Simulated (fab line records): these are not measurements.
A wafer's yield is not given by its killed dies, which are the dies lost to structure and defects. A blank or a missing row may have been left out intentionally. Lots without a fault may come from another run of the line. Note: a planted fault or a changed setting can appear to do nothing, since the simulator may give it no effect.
fab line records | flow gf180mcu
[record] lots = 7 | wafers = 21 | last_day = 33
route steps=602 shown MIM@509
lots that met no fault: from a run of the same line without faults
start_h: the number of hours between the record's first day and the start of the first shown wafer of the lot | wait_h: hours since the lot's step before | " as in the row above | L1.1+2: a row that stands for several wafers | - no value, or no start given | * or withheld: withheld | < > ~ a bound
route shown NAME@n: a module of which the file shows steps, and the number in the route of the first | usual: mean/standard deviation of fault-free wafers | same: alike in all rows | chamber/n: place in a boat | sites: the reading at each site | _std_site: the standard deviation of these | _edge_site: inner sites' mean taken away from outer sites' mean | radius_mm: for every site, how far away it sits from the centre of the wafer | mask NAME#n: copy n | behind: the tool/chamber that last shaped the wafer | hold: why the lot was held/for how many hours/how that ended | device: the n, p or np transistor that did not switch | end of line: tests of these same wafers at the route's end | a step without rows: its recipe alone | killed: dies that structure and defects cost at the first sort, which is not the same as the wafer's yield | map: shows each die of a wafer: x if killed, . if not, _ if none is there
set.NAME: the setting as run; set.NAME@STEP: as run at that earlier step | model.NAME: the simulator's own value behind a step, which no gauge read
lots seen at some steps along the route; tables by step, rows by wafer
services: when a tool's chamber went out of use (start_h, in hours from the record's first day, below 0 if earlier), for how many hours, and the reason
[[steps]]
[step GF_MIM_THK_MEAS_06]
[recipe] reads = Si3N4_of_MIM_CVD_05
[usual] MIM_CVD_05_THK = 42.2/0.67
lot.wafer | tool          | chamber | start_h | wait_h | MIM_CVD_05_THK[nm]
L747.2    | film_metro-03 | -       | 558.02  | 0.0    | 41.6
L747.4    | "             | -       | "       | "      | 41.7
L747.5    | "             | -       | "       | "      | 42.4
L750.2    | film_metro-01 | -       | 586.97  | 0.0    | 41.9
L750.3    | "             | -       | "       | "      | 42.0
L750.6    | "             | -       | "       | "      | 42.7
L757.2    | film_metro-03 | -       | 647.38  | 0.0    | 42.6
L757.5    | "             | -       | "       | "      | 43.0
L757.6    | "             | -       | "       | "      | 43.4
L758.2    | film_metro-02 | -       | 650.95  | 0.0    | 41.7
L758.5    | "             | -       | "       | "      | 43.3
L758.6    | "             | -       | "       | "      | 42.2
L759.2    | film_metro-03 | -       | 661.57  | 0.0    | 42.2
L759.4    | "             | -       | "       | "      | 43.0
L759.5    | "             | -       | "       | "      | 41.3
L765.1    | film_metro-03 | -       | 700.91  | 0.0    | 41.7
L765.2    | "             | -       | "       | "      | 42.3
L765.3    | "             | -       | "       | "      | 40.8
L766.1    | film_metro-02 | -       | 705.64  | 0.0    | 42.4
L766.3    | "             | -       | "       | "      | 41.6
L766.5    | "             | -       | "       | "      | 42.7
[step GF_MIM_SPUTTER_07]
[recipe] material = TiN | target_thk_nm = 60 | power_w = 6500 | time_s = 50 | chamber_pressure_pa = 0.4
[usual] throttle_valve_pct = 30.2/0.98
lot.wafer | tool           | chamber | start_h | wait_h | throttle_valve_pct
L747.2    | pvd_sputter-01 | -       | 558.07  | 0.0    | 30.9
L747.4    | "              | -       | "       | "      | 29.5
L747.5    | "              | -       | "       | "      | 30.6
L750.2    | pvd_sputter-04 | -       | 587.02  | 0.0    | 29.8
L750.3    | "              | -       | "       | "      | 29.9
L750.6    | "              | -       | "       | "      | 29.7
L757.2    | pvd_sputter-04 | -       | 647.43  | 0.0    | 29.8
L757.5    | "              | -       | "       | "      | 28.2
L757.6    | "              | -       | "       | "      | 29.9
L758.2    | pvd_sputter-01 | -       | 651.00  | 0.0    | 29.4
L758.5    | "              | -       | "       | "      | 29.8
L758.6    | "              | -       | "       | "      | 29.5
L759.2    | pvd_sputter-03 | -       | 661.62  | 0.0    | 31.2
L759.4    | "              | -       | "       | "      | 31.9
L759.5    | "              | -       | "       | "      | 30.7
L765.1    | pvd_sputter-04 | -       | 700.97  | 0.1    | 28.2
L765.2    | "              | -       | "       | "      | 31.3
L765.3    | "              | -       | "       | "      | 30.0
L766.1    | pvd_sputter-03 | -       | 705.70  | 0.1    | 30.8
L766.3    | "              | -       | "       | "      | 30.9
L766.5    | "              | -       | "       | "      | 31.6
[step GF_MIM_SPUTTER_08]
[recipe] material = AlCu | target_thk_nm = 200 | power_w = 10600 | time_s = 10.6 | chamber_pressure_pa = 0.4
[usual] throttle_valve_pct = 30.2/0.95
lot.wafer | tool           | chamber | start_h | wait_h | throttle_valve_pct
L747.2    | pvd_sputter-01 | -       | 558.11  | 0.0    | 30.5
L747.4    | "              | -       | "       | "      | 29.4
L747.5    | "              | -       | "       | "      | 30.6
L750.2    | pvd_sputter-04 | -       | 587.07  | 0.0    | 30.1
L750.3    | "              | -       | "       | "      | 30.0
L750.6    | "              | -       | "       | "      | 29.8
L757.2    | pvd_sputter-04 | -       | 647.47  | 0.0    | 29.6
L757.5    | "              | -       | "       | "      | 28.2
L757.6    | "              | -       | "       | "      | 30.0
L758.2    | pvd_sputter-01 | -       | 651.05  | 0.0    | 29.4
L758.5    | "              | -       | "       | "      | 29.6
L758.6    | "              | -       | "       | "      | 29.5
L759.2    | pvd_sputter-03 | -       | 661.67  | 0.0    | 31.1
L759.4    | "              | -       | "       | "      | 31.5
L759.5    | "              | -       | "       | "      | 31.1
L765.1    | pvd_sputter-04 | -       | 701.02  | 0.0    | 28.2
L765.2    | "              | -       | "       | "      | 31.5
L765.3    | "              | -       | "       | "      | 30.2
L766.1    | pvd_sputter-03 | -       | 705.74  | 0.0    | 30.8
L766.3    | "              | -       | "       | "      | 30.7
L766.5    | "              | -       | "       | "      | 31.5
[step GF_MIM_SPUTTER_09]
[recipe] material = TiN | target_thk_nm = 35 | power_w = 6500 | time_s = 29.2 | chamber_pressure_pa = 0.4
[usual] throttle_valve_pct = 30.2/0.96
lot.wafer | tool           | chamber | start_h | wait_h | throttle_valve_pct
L747.2    | pvd_sputter-01 | -       | 558.13  | 0.0    | 30.7
L747.4    | "              | -       | "       | "      | 29.5
L747.5    | "              | -       | "       | "      | 30.6
L750.2    | pvd_sputter-04 | -       | 587.09  | 0.0    | 29.8
L750.3    | "              | -       | "       | "      | 29.9
L750.6    | "              | -       | "       | "      | 29.9
L757.2    | pvd_sputter-04 | -       | 647.50  | 0.0    | 29.7
L757.5    | "              | -       | "       | "      | 28.1
L757.6    | "              | -       | "       | "      | 30.2
L758.2    | pvd_sputter-01 | -       | 651.07  | 0.0    | 29.3
L758.5    | "              | -       | "       | "      | 29.9
L758.6    | "              | -       | "       | "      | 29.6
L759.2    | pvd_sputter-03 | -       | 661.69  | 0.0    | 30.9
L759.4    | "              | -       | "       | "      | 31.9
L759.5    | "              | -       | "       | "      | 30.6
L765.1    | pvd_sputter-04 | -       | 701.04  | 0.0    | 28.3
L765.2    | "              | -       | "       | "      | 31.7
L765.3    | "              | -       | "       | "      | 29.9
L766.1    | pvd_sputter-03 | -       | 705.76  | 0.0    | 30.9
L766.3    | "              | -       | "       | "      | 31.0
L766.5    | "              | -       | "       | "      | 31.6
[step GF_MIM_RS_MEAS_10]
[recipe] thk_meas_gauge = four-point-probe | reads = TiN_of_MIM_SPUTTER_09+AlCu_of_MIM_SPUTTER_08+TiN_of_MIM_SPUTTER_07
[usual] MIM_ALCU_RS = 0.1607/0.0017
lot.wafer | tool          | chamber | start_h | wait_h | MIM_ALCU_RS[ohm/sq]
L747.2    | film_metro-02 | -       | 558.19  | 0.0    | 0.1579
L747.4    | "             | -       | "       | "      | 0.1588
L747.5    | "             | -       | "       | "      | 0.1586
L750.2    | film_metro-03 | -       | 587.14  | 0.0    | 0.1596
L750.3    | "             | -       | "       | "      | 0.1590
L750.6    | "             | -       | "       | "      | 0.1603
L757.2    | film_metro-01 | -       | 647.55  | 0.0    | 0.1604
L757.5    | "             | -       | "       | "      | 0.1617
L757.6    | "             | -       | "       | "      | 0.1621
L758.2    | film_metro-01 | -       | 651.12  | 0.0    | 0.1617
L758.5    | "             | -       | "       | "      | 0.1611
L758.6    | "             | -       | "       | "      | 0.1605
L759.2    | film_metro-02 | -       | 661.74  | 0.0    | 0.1608
L759.4    | "             | -       | "       | "      | 0.1594
L759.5    | "             | -       | "       | "      | 0.1606
L765.1    | film_metro-03 | -       | 701.07  | 0.0    | 0.1618
L765.2    | "             | -       | "       | "      | 0.1603
L765.3    | "             | -       | "       | "      | 0.1611
L766.1    | film_metro-01 | -       | 705.80  | 0.0    | 0.1614
L766.3    | "             | -       | "       | "      | 0.1619
L766.5    | "             | -       | "       | "      | 0.1612
[step GF_MIM_THK_MEAS_11]
[recipe] thk_meas_gauge = xrf | reads = AlCu_of_MIM_SPUTTER_08
[usual] MIM_ALCU_THK = 197.0/1.8
lot.wafer | tool          | chamber | start_h | wait_h | MIM_ALCU_THK[nm]
L747.2    | film_metro-02 | -       | 558.30  | 0.1    | 198.7
L747.4    | "             | -       | "       | "      | 198.2
L747.5    | "             | -       | "       | "      | 198.8
L750.2    | film_metro-03 | -       | 587.25  | 0.1    | 198.5
L750.3    | "             | -       | "       | "      | 199.2
L750.6    | "             | -       | "       | "      | 197.0
L757.2    | film_metro-01 | -       | 647.66  | 0.1    | 199.3
L757.5    | "             | -       | "       | "      | 197.6
L757.6    | "             | -       | "       | "      | 197.1
L758.2    | film_metro-01 | -       | 651.23  | 0.1    | 198.8
L758.5    | "             | -       | "       | "      | 199.5
L758.6    | "             | -       | "       | "      | 198.1
L759.2    | film_metro-02 | -       | 661.85  | 0.1    | 196.1
L759.4    | "             | -       | "       | "      | 197.4
L759.5    | "             | -       | "       | "      | 197.1
L765.1    | film_metro-03 | -       | 701.19  | 0.1    | 196.6
L765.2    | "             | -       | "       | "      | 198.4
L765.3    | "             | -       | "       | "      | 197.2
L766.1    | film_metro-01 | -       | 705.92  | 0.1    | 195.1
L766.3    | "             | -       | "       | "      | 196.3
L766.5    | "             | -       | "       | "      | 198.0
[step GF_MIM_DEHYDRATE_12]
[recipe] temp_c = 200 | time_s = 60
[step GF_MIM_HMDS_13]
[recipe] prime_time_s = 60 | prime_temp_c = 120
[step GF_MIM_COAT_14]
[recipe] resist = NOVOLAK | spin_rpm = 3000 | resist_thk_nm = 1000
[step GF_MIM_SOFTBAKE_15]
[recipe] temp_c = 90 | time_s = 60 | resist = NOVOLAK
[step GF_MIM_EXPOSE_16]
[recipe] mask_id = FuseTop | target_cd_nm = 2000 | na = 0.6 | source_shape = conventional | sigma_outer = 0.6 | dose_mj = 140
[step GF_MIM_PEB_17]
[recipe] temp_c = withheld | time_s = * | resist = NOVOLAK
[step GF_MIM_DEVELOP_18]
[recipe] develop_time_s = 60 | dev_temp_c = 23
[usual] chill_plate_temp_C = 22.97/0.098 | develop_time_s = 60/0
lot.wafer | tool           | chamber | start_h | wait_h | chill_plate_temp_C | develop_time_s
L747.2    | litho_track-02 | 0       | 580.67  | 0.1    | 23.03              | 60
L747.4    | "              | 0       | "       | "      | 23.00              | 60
L747.5    | "              | 0       | "       | "      | 22.79              | 60
L750.2    | litho_track-02 | 0       | 607.87  | 0.1    | 22.98              | 60
L750.3    | "              | 0       | "       | "      | 23.03              | 60
L750.6    | "              | 0       | "       | "      | 23.00              | 60
L757.2    | litho_track-02 | -       | 666.72  | 0.1    | -                  | -
L757.5    | "              | -       | "       | "      | -                  | -
L757.6    | "              | -       | "       | "      | -                  | -
L758.2    | litho_track-02 | -       | 670.47  | 0.1    | -                  | -
L758.5    | "              | -       | "       | "      | -                  | -
L758.6    | "              | -       | "       | "      | -                  | -
L759.2    | litho_track-03 | -       | 680.73  | 0.1    | -                  | -
L759.4    | "              | -       | "       | "      | -                  | -
L759.5    | "              | -       | "       | "      | -                  | -
L765.1    | litho_track-04 | 0       | 718.45  | 0.1    | 23.10              | 60
L765.2    | "              | 0       | "       | "      | 22.88              | 60
L765.3    | "              | 0       | "       | "      | 22.92              | 60
L766.1    | litho_track-04 | 0       | 723.70  | 0.1    | 22.93              | 60
L766.3    | "              | 0       | "       | "      | 22.84              | 60
L766.5    | "              | 0       | "       | "      | 22.99              | 60
[step GF_MIM_METAL_ETCH_19]
[recipe] chemistry = Cl2/BCl3 | mask_material = NOVOLAK | stop_on = Si3N4 | target_depth_nm = 324.5 | pressure_mtorr = 8 | icp_w = 800 | bias_w = 140 | Cl2_flow_sccm = 80 | bcl3_flow_sccm = 40 | time_s = 54.1
[usual] drypump_motor_current_A = 5.7/0.46 | oes_product_au = 0.940/0.0069 | throttle_valve_pct = 28.284/0.011
lot.wafer | tool         | chamber | start_h | wait_h | drypump_motor_current_A | oes_product_au | rf_hours_counter_h | throttle_valve_pct
L747.2    | rie_metal-04 | 1       | 580.80  | 0.1    | 5.1                     | 0.945          | 9                  | 28.274
L747.4    | "            | 1       | "       | "      | 5.1                     | 0.942          | -                  | 28.274
L747.5    | "            | 0       | "       | "      | 6.0                     | 0.940          | -                  | 28.277
L750.2    | rie_metal-03 | 1       | 608.00  | 0.1    | 5.1                     | 0.952          | 2                  | 28.296
L750.3    | "            | 0       | "       | "      | 6.4                     | 0.945          | -                  | 28.288
L750.6    | "            | 0       | "       | "      | 6.4                     | 0.945          | -                  | 28.280
L757.2    | rie_metal-01 | 1       | 666.85  | 0.1    | 6.0                     | 0.946          | 15                 | 28.286
L757.5    | "            | 0       | "       | "      | 5.4                     | 0.945          | -                  | 28.275
L757.6    | "            | 1       | "       | "      | 6.0                     | 0.938          | -                  | 28.284
L758.2    | rie_metal-04 | 0       | 670.60  | 0.1    | 6.0                     | 0.938          | 4                  | 28.273
L758.5    | "            | 0       | "       | "      | 6.0                     | 0.933          | -                  | 28.279
L758.6    | "            | 1       | "       | "      | 5.1                     | 0.933          | -                  | 28.288
L759.2    | rie_metal-04 | 0       | 680.86  | 0.1    | 6.0                     | 0.934          | 5                  | 28.290
L759.4    | "            | 0       | "       | "      | 6.0                     | 0.945          | -                  | 28.266
L759.5    | "            | 1       | "       | "      | 5.1                     | 0.931          | -                  | 28.287
L765.1    | rie_metal-03 | 1       | 718.60  | 0.1    | 5.1                     | 0.936          | 6                  | 28.271
L765.2    | "            | 0       | "       | "      | 6.4                     | 0.940          | 8                  | 28.282
L765.3    | "            | 0       | "       | "      | 6.3                     | 0.935          | -                  | 28.291
L766.1    | rie_metal-01 | 1       | 723.85  | 0.1    | 6.0                     | 0.935          | 1                  | 28.296
L766.3    | "            | 0       | "       | "      | 5.4                     | 0.936          | -                  | 28.283
L766.5    | "            | 0       | "       | "      | 5.4                     | 0.941          | -                  | 28.276
[[services]]
tool           | chamber | start_h | hours | kind
rie_metal-03   | 0       | 536.87  | 2.0   | repair
rie_metal-01   | 0       | 577.50  | 16.6  | repair
pvd_sputter-04 | -       | 580.08  | 1.3   | repair
pvd_sputter-03 | -       | 589.10  | 1.5   | repair
pvd_sputter-04 | -       | 613.60  | 3.0   | repair
rie_metal-01   | 0       | 629.94  | -     | clean
rie_metal-01   | 0       | 629.94  | 16.2  | scheduled_down
rie_metal-01   | 0       | 629.94  | 16.2  | vent_cycle
rie_metal-04   | 1       | 634.61  | 10.9  | repair
rie_metal-04   | -       | 661.02  | 0.7   | repair
rie_metal-01   | 1       | 691.90  | -     | clean
rie_metal-01   | 1       | 691.90  | 18.6  | scheduled_down
rie_metal-01   | 1       | 691.90  | 18.6  | vent_cycle
[[key]]
[first_sign] step = GF_MIM_DEVELOP_18 | reading = tool_record | direction = missing
effect none on later readings
met_at GF_MIM_DEVELOP_18
struck_wafers L757.2,L757.5,L757.6,L758.2,L758.5,L758.6,L759.2,L759.4,L759.5
later_rows_left_out L757.2,L757.5,L757.6,L758.2,L758.5,L758.6,L759.2,L759.4,L759.5
sort_left_out L757.2,L757.5,L757.6,L758.2,L758.5,L758.6,L759.2,L759.4,L759.5
onset_between 607.87 666.72
[fault] kind = skipped_step_whole | tool = litho_track-02,litho_track-03 | chamber = - | onset_h = 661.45 | steps = GF_MIM_DEVELOP_18 | scope = struck_lots_only
// sort_left_out: the simulated sort isn't trusted on such a fault, so these wafers' sort isn't shown, and their yield isn't known
// later_rows_left_out: the simulator's readings of these wafers behind a module that went badly wrong aren't trusted and aren't shown, but for the sort
